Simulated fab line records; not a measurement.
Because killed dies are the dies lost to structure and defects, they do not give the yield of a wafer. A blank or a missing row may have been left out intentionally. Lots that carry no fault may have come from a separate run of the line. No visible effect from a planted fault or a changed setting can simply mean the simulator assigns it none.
The tool behind it: which one? / flow sky130 / 18 wafers sampled from 6 lots at 1 step of a route of 708

WHAT EACH GAUGE READ, for each wafer
SKY_VIA3_BOW_MEAS_03.
lot=L532; measured=day 39 07:34; on=film metro-02; VIA3_BOW (um)=79 66 78
lot=L535; measured=day 39 19:50; on=film metro-04; VIA3_BOW (um)=65 69 72
lot=L543; measured=day 42 13:41; on=film metro-02; VIA3_BOW (um)=72 92 89
lot=L547; measured=day 43 15:26; on=film metro-02; VIA3_BOW (um)=83 78 74
lot=L551; measured=day 44 15:02; on=film metro-04; VIA3_BOW (um)=78 79 72
lot=L554; measured=day 45 03:15; on=film metro-01; VIA3_BOW (um)=78 78 81

EACH LOT AND THE TOOL THAT RAN IT (in order: tool; ch and the chambers of the sampled wafers; start)
No process step before these readings appears in the record.

THE ANSWER, worked out from the rows above alone
Rule: what is usual is taken from the lots themselves. The widest of any qualifying gaps counts: lots, ordered by their means at a reading, are off when they make up no more than a third of the lots, leave a main group of 4 or more, and stand apart from it by 3 or more times the standard deviation of that group's means. If all means in a main group match to the digits the tables above print for the reading, that group is not used. A lot without any number at a reading at which 4 lots or more have one is off too. Any other lot the step has rows for is counted as sound.
Nothing can be told from this: no lot is off at any reading shown.

WHAT THE SIMULATOR PUT IN
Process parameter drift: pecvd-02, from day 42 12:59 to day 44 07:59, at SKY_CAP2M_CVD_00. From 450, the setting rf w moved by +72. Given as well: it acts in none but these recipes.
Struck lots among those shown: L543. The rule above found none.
